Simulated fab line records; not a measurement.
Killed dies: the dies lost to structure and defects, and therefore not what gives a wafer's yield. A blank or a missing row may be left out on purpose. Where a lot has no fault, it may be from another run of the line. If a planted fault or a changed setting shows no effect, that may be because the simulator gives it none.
What tool caused it? ; flow gf180mcu ; 6 lots, 18 wafers sampled, at 4 steps of a route of 602

WHAT THE GAUGES READ, wafer by wafer
GF_MVPSD_TW_MEAS_11.
lot;measured;on;MVPSD_TW
L459;day 5 12:41;filmMetro-02;563.2 560.7 559.2
L462;day 6 07:25;filmMetro-03;560.9 564.0 562.2
L464;day 6 19:26;filmMetro-01;556.0 554.5 553.7
L475;day 9 11:52;filmMetro-03;578.7 578.9 579.8
L477;day 9 23:28;filmMetro-01;557.1 556.1 557.4
L479;day 10 13:14;filmMetro-02;560.1 564.1 562.8

WHAT TOOL EACH LOT RAN ON (gives the tool, then ch and the chambers of the sampled wafers, and finally the start)
lot;GF_STI_CMP_25;GF_LVPWELL_STRIP_10;GF_MVPSD_IMPLANT_09
L459;cmp-02 ch 0,1, day 2 14:29;plasmaAsher-03 ch 0, day 4 07:25;implanter-02 ch 0, day 5 12:26
L462;cmp-01 ch 0,1,2, day 3 06:18;plasmaAsher-03 ch 0, day 5 01:37;implanter-04 ch 0, day 6 07:10
L464;cmp-02 ch 0,3, day 3 16:58;plasmaAsher-01 ch 0, day 5 12:56;implanter-02 ch 0, day 6 19:13
L475;cmp-02 ch 0,2,3, day 6 00:50;plasmaAsher-01 ch 0,1, day 8 01:14;implanter-02 ch 0, day 9 11:38
L477;cmp-01 ch 0,2,3, day 6 10:38;plasmaAsher-02 ch 0,1, day 8 13:20;implanter-01 ch 0, day 9 23:13
L479;cmp-01 ch 0,1, day 6 21:07;plasmaAsher-02 ch 0,1, day 9 01:34;implanter-04 ch 0, day 10 12:59
- GF_STI_CMP_25: polishes, stops on Si3N4, t overpolish 33 s, target thk 524.6 nm.
- GF_LVPWELL_STRIP_10: strips in O2/N2.
- GF_MVPSD_IMPLANT_09

THE ANSWER, worked out from the rows above alone
Rule: the usual values come from the lots themselves. The widest of any qualifying gaps counts: lots, ordered by their means at a reading, are off when they make up no more than a third of the lots, leave a main group of 4 or more, and stand apart from it by 3 or more times the standard deviation of that group's means. Not used: any main group whose means are identical at the precision the tables above print for the reading. Also off: a lot with no number at a reading for which 4 or more lots have one. Any other lot the step has rows for is counted as sound.
Off: L475, seen at GF_MVPSD_TW_MEAS_11 (MVPSD_TW). For the main group the mean is 559.5 and the standard deviation 3.1.
If a tool, at a process step before that reading, ran all the lots that are off and no sound lot after the first of them, it fits. The gauges at GF_MVPSD_TW_MEAS_11 are tried like those tools. Can't be told from this: 4 tools fit, cmp-02 at GF_STI_CMP_25, plasmaAsher-01 at GF_LVPWELL_STRIP_10, implanter-02 at GF_MVPSD_IMPLANT_09, filmMetro-03 at GF_MVPSD_TW_MEAS_11.

WHAT HAD BEEN PUT IN BY THE SIMULATOR
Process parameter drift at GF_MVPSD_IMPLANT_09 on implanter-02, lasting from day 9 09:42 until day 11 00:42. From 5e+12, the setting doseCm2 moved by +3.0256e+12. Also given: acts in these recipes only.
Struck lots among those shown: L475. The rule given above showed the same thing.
